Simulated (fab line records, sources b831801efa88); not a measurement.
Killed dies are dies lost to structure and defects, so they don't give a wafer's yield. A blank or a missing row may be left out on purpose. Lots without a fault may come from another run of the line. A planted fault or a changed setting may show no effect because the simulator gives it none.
fab line records | flow sky130 | part 1 of 2: steps 1 to 28 of 39
record lots=5 wafers=15 last_day=49
route steps=708 shown VIA2@513 METAL3@532 CAPM@537
lots that met no fault: from a run of the same line without faults
start_h: hours from the record's first day to the start of the lot's first wafer shown | wait_h: hours since the lot's step before | " the same as in the row above | L1.1+2: a row that stands for several wafers | - no value, or no start given | * or withheld: withheld | < > ~ a bound
route shown NAME@n: a module of which the file shows steps, and the number in the route of the first | usual: mean/standard deviation of fault-free wafers | same: alike in all rows | chamber/n: place in a boat | sites: the reading at each site | _std_site: their standard deviation | _edge_site: outer sites' mean less inner sites' | radius_mm: how far each site lies from the wafer's centre | mask NAME#n: copy n | behind: the tool/chamber that last shaped the wafer | hold: why the lot was held/for how many hours/how that ended | device: the transistor (n, p or np) that didn't switch | end of line: the same wafers' tests at the end of the route | a step without rows: its recipe alone | killed: dies lost to structure and defects at the first sort, not the wafer's yield | map: a wafer's dies, x killed, . not, _ none there
set.NAME: the setting as run; set.NAME@STEP: as run at that earlier step | model.NAME: the simulator's own value behind a step, which no gauge read
lots at some steps of the route; a table a step, a row a wafer
services: from which hour (start_h, from the record's first day; less than 0 if before it) a tool's chamber was out of use, for how many hours, and why
## steps
# step SKY_VIA2_COAT_06
# recipe resist=BARC temp_c=withheld time_s=withheld spin_rpm=3000 resist_thk_nm=60
# columns lot.wafer tool chamber start_h wait_h
L078.1+2+4 litho_track-03 0 868.66 0.1
L080.3+5+6 litho_track-04 0 888.10 0.1
L088.1+3+5 litho_track-02 0 945.22 0.1
L089.1+2+3 litho_track-02 0 951.62 0.1
L092.3+4+5 litho_track-03 0 972.96 0.1
# step SKY_VIA2_COAT_07
# recipe resist=KrF-thick spin_rpm=3000 resist_thk_nm=450
# columns lot.wafer tool chamber start_h wait_h
L078.1+2+4 litho_track-03 0 - -
L080.3+5+6 litho_track-04 0 - -
L088.1+3+5 litho_track-02 0 - -
L089.1+2+3 litho_track-02 0 - -
L092.3+4+5 litho_track-03 0 - -
# step SKY_VIA2_SOFTBAKE_08
# recipe temp_c=100 time_s=90 resist=KrF-thick
# columns lot.wafer tool chamber start_h wait_h
L078.1+2+4 litho_track-03 0 - -
L080.3+5+6 litho_track-04 0 - -
L088.1+3+5 litho_track-02 0 - -
L089.1+2+3 litho_track-02 0 - -
L092.3+4+5 litho_track-03 0 - -
# step SKY_VIA2_EXPOSE_09
# recipe mask_id=VIM2 na=0.8 source_shape=annular sigma_inner=0.55 sigma_outer=0.85 target_cd_nm=200 dose_mj=38
# columns lot.wafer tool chamber start_h wait_h mask
L078.1+2+4 krf_scanner-02 0 - - VIM2#0
L080.3+5+6 krf_scanner-01 0 - - VIM2#0
L088.1+3+5 krf_scanner-02 0 - - VIM2#0
L089.1+2+3 krf_scanner-02 0 - - VIM2#0
L092.3+4+5 krf_scanner-01 0 - - VIM2#0
# step SKY_VIA2_PEB_10
# recipe peb_temp_c=withheld peb_time_s=withheld resist=KrF-thick
# columns lot.wafer tool chamber start_h wait_h
L078.1+2+4 litho_track-03 0 - -
L080.3+5+6 litho_track-02 0 - -
L088.1+3+5 litho_track-03 0 - -
L089.1+2+3 litho_track-03 0 - -
L092.3+4+5 litho_track-03 0 - -
# step SKY_VIA2_DEVELOP_11
# recipe develop_time_s=60 resist=KrF-thick dev_temp_c=21
# columns lot.wafer tool chamber start_h wait_h
L078.1+2+4 litho_track-03 0 - -
L080.3+5+6 litho_track-02 0 - -
L088.1+3+5 litho_track-03 0 - -
L089.1+2+3 litho_track-03 0 - -
L092.3+4+5 litho_track-03 0 - -
# step SKY_VIA2_CD_MEAS_12
# recipe target_cd_nm=200
# usual cd_nm=200.0/1.5
# columns lot.wafer tool chamber start_h wait_h cd_nm
L078.1 cd_sem-01 - 882.11 - 198.7
L078.2 " - " " 200.1
L078.4 " - " " 198.3
L080.3 cd_sem-01 - 901.96 - 197.9
L080.5 " - " " 199.9
L080.6 " - " " 199.9
L088.1 cd_sem-01 - 958.21 - 199.8
L088.3 " - " " 200.1
L088.5 " - " " 200.2
L089.1 cd_sem-01 - 964.06 - 201.3
L089.2 " - " " 202.1
L089.3 " - " " 202.1
L092.3 cd_sem-02 - 985.40 - 198.6
L092.4 " - " " 198.7
L092.5 " - " " 198.8
# step SKY_VIA2_OVL_MEAS_13
# usual VIA2_OVL=1/5.2
# columns lot.wafer tool chamber start_h wait_h VIA2_OVL[nm]
L078.1 overlay-01 - 882.23 0.1 -2
L078.2 " - " " 3
L078.4 " - " " 4
L080.3 overlay-01 - 902.05 0.1 6
L080.5 " - " " 6
L080.6 " - " " 4
L088.1 overlay-02 - 958.33 0.1 3
L088.3 " - " " -2
L088.5 " - " " 1
L089.1 overlay-02 - 964.18 0.1 4
L089.2 " - " " 5
L089.3 " - " " 4
L092.3 overlay-02 - 985.49 0.1 1
L092.4 " - " " 0
L092.5 " - " " -4
# step SKY_VIA2_ETCH_14
# recipe chemistry=N2/H2 target=BARC ion_energy_ev=200 source_w=500 bias_w=100 pressure_mtorr=30 n2_flow_sccm=100 h2_flow_sccm=200 stop_on=SiO2 time_s=45.9 target_depth_a=600
# usual chamber_pressure_mTorr=30.003/0.028 drypump_motor_current_A=5.8/0.37 oes_product_au=0.855/0.0047 throttle_valve_pct=13.225/0.0086
# columns lot.wafer tool chamber start_h wait_h chamber_pressure_mTorr drypump_motor_current_A oes_product_au rf_hours_counter_h throttle_valve_pct
L078.1 rie_diel-02 1 882.26 0.0 30.014 5.2 0.856 9 13.223
L078.2 " 2 " " 30.030 6.1 0.853 3 13.225
L078.4 " 0 " " 30.032 6.2 0.863 14 13.246
L080.3 rie_diel-04 0 902.08 0.0 30.005 5.9 0.854 1 13.222
L080.5 " 3 " " 29.958 5.7 0.856 - 13.236
L080.6 " 2 " " 29.984 6.4 0.861 - 13.214
L088.1 rie_diel-02 3 958.36 0.0 30.002 5.7 0.858 19 13.224
L088.3 " 1 " " 30.026 5.2 0.854 12 13.210
L088.5 " 0 " " 29.962 6.2 0.849 - 13.227
L089.1 rie_diel-02 1 964.21 0.0 30.014 5.2 0.863 12 13.227
L089.2 " 3 " " 29.972 5.7 0.862 19 13.220
L089.3 " 0 " " 30.004 6.2 0.857 17 13.235
L092.3 rie_diel-04 1 985.51 0.0 29.977 6.0 0.858 1 13.218
L092.4 " 0 " " 29.983 5.9 0.861 - 13.239
L092.5 " 2 " " 30.031 6.4 0.850 - 13.221
# step SKY_VIA2_ETCH_15
# recipe target=SiO2 chemistry=C4F8/O2/Ar target_depth_nm=546 stop_on=TiN mask_material=KrF-thick source_w=1500 bias_w=1200 pressure_mtorr=40 c4f8_flow_sccm=withheld O2_flow_sccm=6 Ar_flow_sccm=300 time_s=84
# usual chamber_pressure_mTorr=40.00/0.037 oes_product_au=0.939/0.0046
# columns lot.wafer tool chamber start_h wait_h chamber_pressure_mTorr oes_product_au rf_hours_counter_h
L078.1 rie_diel-02 1 882.30 0.0 40.00 0.949 9
L078.2 " 2 " " 40.00 0.931 3
L078.4 " 0 " " 39.98 0.945 14
L080.3 rie_diel-04 0 902.12 0.0 39.96 0.944 1
L080.5 " 3 " " 39.97 0.943 -
L080.6 " 2 " " 40.00 0.933 -
L088.1 rie_diel-02 3 958.41 0.0 40.01 0.936 19
L088.3 " 1 " " 40.03 0.937 12
L088.5 " 0 " " 40.01 0.937 -
L089.1 rie_diel-02 1 964.26 0.0 40.07 0.943 12
L089.2 " 3 " " 39.98 0.932 19
L089.3 " 0 " " 39.94 0.936 17
L092.3 rie_diel-04 1 985.56 0.0 39.99 0.935 1
L092.4 " 0 " " 39.95 0.946 -
L092.5 " 2 " " 39.97 0.942 -
# step SKY_VIA2_STRIP_16
# recipe chemistry=O2/N2 power_w=1400 pressure_mtorr=1500 platen_temp_c=withheld o2_flow_sccm=3000 n2_flow_sccm=300 overash_fraction=0.5
# usual chamber_pressure_mTorr=1500.1/1.5 drypump_motor_current_A=5.87/0.12 oes_product_au=0.399/0.0047 strip_time_to_endpoint_s=4.057/0.029
# columns lot.wafer tool chamber start_h wait_h chamber_pressure_mTorr drypump_motor_current_A oes_product_au rf_hours_counter_h strip_time_to_endpoint_s
L078.1 plasma_asher-02 1 882.37 0.0 1501.6 5.69 0.400 99 4.051
L078.2 " 0 " " 1499.0 6.13 0.403 99 4.068
L078.4 " 1 " " 1502.4 5.70 0.396 - 4.046
L080.3 plasma_asher-02 1 902.22 0.1 1498.6 5.71 0.395 - 4.061
L080.5 " 1 " " 1500.2 5.71 0.398 - 4.040
L080.6 " 0 " " 1499.4 5.99 0.402 - 4.076
L088.1 plasma_asher-01 0 958.47 0.0 1498.3 5.87 0.392 85 3.989
L088.3 " 0 " " 1498.9 5.87 0.400 - 4.045
L088.5 " 0 " " 1502.7 5.87 0.385 - 4.026
L089.1 plasma_asher-01 1 964.32 0.0 1501.4 5.80 0.393 85 4.030
L089.2 " 0 " " 1499.4 5.86 0.401 85 4.009
L089.3 " 0 " " 1502.2 5.88 0.396 - 4.009
L092.3 plasma_asher-01 0 985.65 0.1 1499.5 5.87 0.399 - 4.102
L092.4 " 1 " " 1501.1 5.79 0.397 - 4.047
L092.5 " 1 " " 1503.1 5.78 0.403 - 4.073
# step SKY_VIA2_STRIP_17
# recipe chemistry=post_etch_residue_remover time_s=1200 temp_c=72.5
# columns lot.wafer tool chamber start_h wait_h
L078.1+2+4 wet_bench-02 2 882.55 0.1
L080.3+5+6 wet_bench-03 2 902.28 0.0
L088.1+3+5 wet_bench-04 0 958.57 0.1
L089.1+2+3 wet_bench-02 0 964.42 0.1
L092.3+4+5 wet_bench-03 0 985.72 0.0
# step SKY_VIA2_CLEAN_18
# recipe chemistry=IPA time_s=180 temp_c=25
# columns lot.wafer tool chamber start_h wait_h
L078.1+2+4 wet_bench-04 0 882.89 0.0
L080.3+5+6 wet_bench-04 1 902.63 0.0
L088.1+3+5 wet_bench-03 0 958.91 0.0
L089.1+2+3 wet_bench-03 2 964.79 0.0
L092.3+4+5 wet_bench-02 2 986.09 0.0
# step SKY_VIA2_CLEAN_19
# recipe chemistry=O3/DIW dry=n2_spin
# columns lot.wafer tool chamber start_h wait_h
L078.1+2+4 wet_bench-03 2 882.96 0.0
L080.3+5+6 wet_bench-03 1 902.68 0.0
L088.1+3+5 wet_bench-02 0 958.97 0.0
L089.1+2+3 wet_bench-02 2 964.85 0.0
L092.3+4+5 wet_bench-04 2 986.15 0.0
# step SKY_VIA2_SPUTTER_20
# recipe material=TiN target_thk_nm=20 chamber_pressure_pa=5 power_w=4000 time_s=80
# usual throttle_valve_pct=29.9/0.84
# columns lot.wafer tool chamber start_h wait_h throttle_valve_pct
L078.1 pvd_sputter-02 - 883.05 0.0 31.1
L078.2 " - " " 31.5
L078.4 " - " " 30.2
L080.3 pvd_sputter-04 - 902.78 0.0 29.5
L080.5 " - " " 29.2
L080.6 " - " " 29.5
L088.1 pvd_sputter-04 - 959.07 0.0 29.0
L088.3 " - " " 30.1
L088.5 " - " " 29.3
L089.1 pvd_sputter-04 - 964.95 0.0 28.6
L089.2 " - " " 29.6
L089.3 " - " " 29.8
L092.3 pvd_sputter-01 - 986.26 0.0 29.1
L092.4 " - " " 30.5
L092.5 " - " " 29.2
# step SKY_VIA2_CVD_21
# recipe material=W target_thk_nm=420 time_s=126.4 temp_c=400 pressure_torr=40
# usual heater_power_w=789/42
# columns lot.wafer tool chamber start_h wait_h heater_power_w
L078.1 cvd_w-01 1 883.11 0.0 745
L078.2 " 0 " " 884
L078.4 " 0 " " 890
L080.3 cvd_w-02 1 902.88 0.1 779
L080.5 " 0 " " 776
L080.6 " 1 " " 760
L088.1 cvd_w-02 0 959.13 0.0 796
L088.3 " 1 " " 790
L088.5 " 1 " " 777
L089.1 cvd_w-01 1 965.01 0.0 725
L089.2 " 0 " " 891
L089.3 " 1 " " 740
L092.3 cvd_w-01 0 986.36 0.1 920
L092.4 " 1 " " 729
L092.5 " 0 " " 900
# step SKY_VIA2_RS_MEAS_22
# recipe thk_meas_gauge=four-point-probe reads=W_of_VIA2_CVD_21+TiN_of_VIA2_SPUTTER_20
# usual VIA2_W_RS=0.271/0.0046
# columns lot.wafer tool chamber start_h wait_h VIA2_W_RS[ohm/sq]
L078.1 film_metro-01 - 883.24 0.1 0.279
L078.2 " - " " 0.275
L078.4 " - " " 0.277
L080.3 film_metro-01 - 903.01 0.1 0.266
L080.5 " - " " 0.270
L080.6 " - " " 0.268
L088.1 film_metro-02 - 959.26 0.1 0.272
L088.3 " - " " 0.268
L088.5 " - " " 0.268
L089.1 film_metro-02 - 965.14 0.1 0.277
L089.2 " - " " 0.278
L089.3 " - " " 0.279
L092.3 film_metro-01 - 986.49 0.1 0.273
L092.4 " - " " 0.277
L092.5 " - " " 0.277
# step SKY_VIA2_THK_MEAS_23
# recipe thk_meas_gauge=xrf reads=W_of_VIA2_CVD_21
# usual VIA2_W_THK=408/8.7
# columns lot.wafer tool chamber start_h wait_h VIA2_W_THK[nm]
L078.1 film_metro-01 - 883.36 0.1 391
L078.2 " - " " 392
L078.4 " - " " 391
L080.3 film_metro-01 - 903.11 0.1 416
L080.5 " - " " 409
L080.6 " - " " 412
L088.1 film_metro-02 - 959.38 0.1 411
L088.3 " - " " 419
L088.5 " - " " 418
L089.1 film_metro-02 - 965.26 0.1 402
L089.2 " - " " 400
L089.3 " - " " 399
L092.3 film_metro-01 - 986.59 0.1 404
L092.4 " - " " 401
L092.5 " - " " 399
# step SKY_VIA2_CMP_24
# recipe stop_on=SiO2 t_overpolish_s=20 down_force_psi=3.5 platen_rpm=60 target_thk_nm=0 pad_velocity_m_s=0.94248
# usual motor_current_A=10.9/1.2 overpolish_run_s=20.001/0.0089 platen_rpm=59.99/0.038 time_to_endpoint_s=101/5.2
# columns lot.wafer tool chamber start_h wait_h motor_current_A overpolish_run_s platen_rpm time_to_endpoint_s
L078.4 cmp-02 2 883.42 0.0 13.1 20.019 60.03 100
L078.1 " 3 " " 8.9 20.005 59.95 98
L078.2 " 1 " " 11.5 20.000 60.05 112
L080.3 cmp-01 1 903.20 0.1 11.2 19.989 59.98 102
L080.5 " 0 " " 10.5 20.002 60.06 100
L080.6 " 1 " " 11.3 19.996 59.95 102
L088.3 cmp-01 2 959.49 0.1 11.0 19.993 60.00 96
L088.1 " 3 " " 11.2 20.009 60.02 97
L088.5 " 1 " " 11.5 20.006 59.95 93
L089.1 cmp-02 3 965.32 0.1 9.0 19.983 59.92 96
L089.3 " 0 " " 9.7 20.005 59.97 95
L089.2 " 1 " " 11.8 20.008 59.94 108
L092.3 cmp-01 2 986.68 0.1 10.7 20.010 60.05 97
L092.4 " 0 " " 10.7 20.001 59.99 98
L092.5 " 1 " " 11.3 20.003 60.03 98
# step SKY_METAL3_SPUTTER_00
# recipe material=Ti target_thk_nm=15 power_w=3000 time_s=10 chamber_pressure_pa=0.4
# usual throttle_valve_pct=29.6/0.81
# columns lot.wafer tool chamber start_h wait_h throttle_valve_pct
L078.1 pvd_sputter-01 - 883.72 0.2 29.2
L078.2 " - " " 30.5
L078.4 " - " " 29.1
L080.3 pvd_sputter-03 - 903.45 0.2 28.4
L080.5 " - " " 30.6
L080.6 " - " " 30.4
L088.1 pvd_sputter-04 - 959.74 0.1 29.3
L088.3 " - " " 28.6
L088.5 " - " " 28.6
L089.1 pvd_sputter-01 - 965.62 0.2 30.7
L089.2 " - " " 29.0
L089.3 " - " " 29.8
L092.3 pvd_sputter-04 - 986.93 0.2 29.4
L092.4 " - " " 29.3
L092.5 " - " " 29.3
# step SKY_METAL3_SPUTTER_01
# recipe material=TiN target_thk_nm=20 power_w=6500 time_s=16.7 chamber_pressure_pa=0.4
# usual throttle_valve_pct=29.6/0.8
# columns lot.wafer tool chamber start_h wait_h throttle_valve_pct
L078.1 pvd_sputter-01 - 883.74 0.0 29.3
L078.2 " - " " 30.2
L078.4 " - " " 29.4
L080.3 pvd_sputter-03 - 903.47 0.0 28.4
L080.5 " - " " 30.8
L080.6 " - " " 30.4
L088.1 pvd_sputter-04 - 959.76 0.0 29.3
L088.3 " - " " 28.7
L088.5 " - " " 28.4
L089.1 pvd_sputter-01 - 965.64 0.0 30.5
L089.2 " - " " 29.1
L089.3 " - " " 30.2
L092.3 pvd_sputter-04 - 986.95 0.0 29.6
L092.4 " - " " 29.1
L092.5 " - " " 29.3
# step SKY_METAL3_SPUTTER_02
# recipe material=AlCu target_thk_nm=735 power_w=10600 time_s=39.1 chamber_pressure_pa=0.4
# usual throttle_valve_pct=29.6/0.79
# columns lot.wafer tool chamber start_h wait_h throttle_valve_pct
L078.1 pvd_sputter-01 - 883.77 0.0 28.9
L078.2 " - " " 30.4
L078.4 " - " " 29.2
L080.3 pvd_sputter-03 - 903.50 0.0 28.2
L080.5 " - " " 30.5
L080.6 " - " " 30.9
L088.1 pvd_sputter-04 - 959.79 0.0 29.4
L088.3 " - " " 28.6
L088.5 " - " " 28.6
L089.1 pvd_sputter-01 - 965.67 0.0 30.5
L089.2 " - " " 29.1
L089.3 " - " " 29.8
L092.3 pvd_sputter-04 - 986.98 0.0 29.6
L092.4 " - " " 29.2
L092.5 " - " " 29.1
# step SKY_METAL3_SPUTTER_03
# recipe material=Ti target_thk_nm=5 power_w=3000 time_s=3.3 chamber_pressure_pa=0.4
# usual throttle_valve_pct=29.6/0.77
# columns lot.wafer tool chamber start_h wait_h throttle_valve_pct
L078.1 pvd_sputter-01 - 883.81 0.0 28.9
L078.2 " - " " 30.6
L078.4 " - " " 29.1
L080.3 pvd_sputter-03 - 903.53 0.0 28.5
L080.5 " - " " 30.7
L080.6 " - " " 30.8
L088.1 pvd_sputter-04 - 959.83 0.0 29.5
L088.3 " - " " 28.9
L088.5 " - " " 28.6
L089.1 pvd_sputter-01 - 965.71 0.0 30.7
L089.2 " - " " 29.3
L089.3 " - " " 29.9
L092.3 pvd_sputter-04 - 987.02 0.0 29.5
L092.4 " - " " 29.3
L092.5 " - " " 29.4
# step SKY_METAL3_SPUTTER_04
# recipe material=TiN target_thk_nm=70 power_w=6500 time_s=58.3 chamber_pressure_pa=0.4
# usual throttle_valve_pct=29.6/0.8
# columns lot.wafer tool chamber start_h wait_h throttle_valve_pct
L078.1 pvd_sputter-01 - 883.83 0.0 29.2
L078.2 " - " " 30.4
L078.4 " - " " 29.2
L080.3 pvd_sputter-03 - 903.55 0.0 28.5
L080.5 " - " " 30.6
L080.6 " - " " 30.7
L088.1 pvd_sputter-04 - 959.84 0.0 29.0
L088.3 " - " " 28.6
L088.5 " - " " 28.7
L089.1 pvd_sputter-01 - 965.73 0.0 30.7
L089.2 " - " " 29.0
L089.3 " - " " 29.9
L092.3 pvd_sputter-04 - 987.04 0.0 29.5
L092.4 " - " " 29.3
L092.5 " - " " 29.3
# step SKY_CAPM_CVD_00
# recipe material=SiO2 target_thk_nm=15.5 temp_c=400 time_s=withheld rf_w=450
# usual heater_power_w=768/100
# columns lot.wafer tool chamber start_h wait_h heater_power_w
L078.1 pecvd-04 1 883.87 0.0 726
L078.2 " 2 " " 733
L078.4 " 0 " " 664
L080.3 pecvd-03 0 903.60 0.0 837
L080.5 " 2 " " 628
L080.6 " 0 " " 864
L088.1 pecvd-03 0 959.89 0.0 814
L088.3 " 1 " " 706
L088.5 " 0 " " 803
L089.1 pecvd-03 2 965.78 0.0 644
L089.2 " 0 " " 790
L089.3 " 1 " " 758
L092.3 pecvd-03 2 987.08 0.0 755
L092.4 " 1 " " 718
L092.5 " 2 " " 784
# step SKY_CAPM_THK_MEAS_01
# recipe reads=SiO2_of_CAPM_CVD_00
# usual CAPM_CVD_00_THK=15.41/0.24
# columns lot.wafer tool chamber start_h wait_h CAPM_CVD_00_THK[nm]
L078.1 film_metro-02 - 883.90 - 14.99
L078.2 " - " " 15.24
L078.4 " - " " 15.56
L080.3 film_metro-04 - 903.64 - 15.44
L080.5 " - " " 15.01
L080.6 " - " " 15.63
L088.1 film_metro-02 - 959.92 - 15.44
L088.3 " - " " 15.51
L088.5 " - " " 15.62
L089.1 film_metro-04 - 965.80 - 15.31
L089.2 " - " " 15.58
L089.3 " - " " 15.36
L092.3 film_metro-04 - 987.13 - 15.15
L092.4 " - " " 15.39
L092.5 " - " " 15.17
# step SKY_CAPM_SPUTTER_02
# recipe material=TiN target_thk_nm=200 temp_c=300 power_w=6500 time_s=166.7 chamber_pressure_pa=0.4
# usual throttle_valve_pct=29.7/0.93
# columns lot.wafer tool chamber start_h wait_h throttle_valve_pct
L078.1 pvd_sputter-03 - 883.96 0.1 31.1
L078.2 " - " " 28.4
L078.4 " - " " 28.6
L080.3 pvd_sputter-04 - 903.68 0.0 28.8
L080.5 " - " " 30.0
L080.6 " - " " 29.4
L088.1 pvd_sputter-04 - 959.98 0.1 29.3
L088.3 " - " " 29.5
L088.5 " - " " 30.1
L089.1 pvd_sputter-04 - 965.86 0.1 30.2
L089.2 " - " " 28.5
L089.3 " - " " 29.4
L092.3 pvd_sputter-04 - 987.17 0.0 29.3
L092.4 " - " " 29.3
L092.5 " - " " 29.8
# step SKY_CAPM_RS_MEAS_03
# recipe thk_meas_gauge=four-point-probe reads=TiN_of_CAPM_SPUTTER_02
# usual CAPM_TIN_RS=6.97/0.087
# columns lot.wafer tool chamber start_h wait_h CAPM_TIN_RS[ohm/sq]
L078.1 film_metro-04 - 884.07 0.1 6.91
L078.2 " - " " 6.91
L078.4 " - " " 6.88
L080.3 film_metro-02 - 903.83 0.1 6.93
L080.5 " - " " 6.95
L080.6 " - " " 7.02
L088.1 film_metro-04 - 960.08 0.1 6.95
L088.3 " - " " 6.86
L088.5 " - " " 6.92
L089.1 film_metro-03 - 965.97 0.1 7.05
L089.2 " - " " 7.04
L089.3 " - " " 7.11
L092.3 film_metro-04 - 987.32 0.1 7.03
L092.4 " - " " 7.05
L092.5 " - " " 6.95
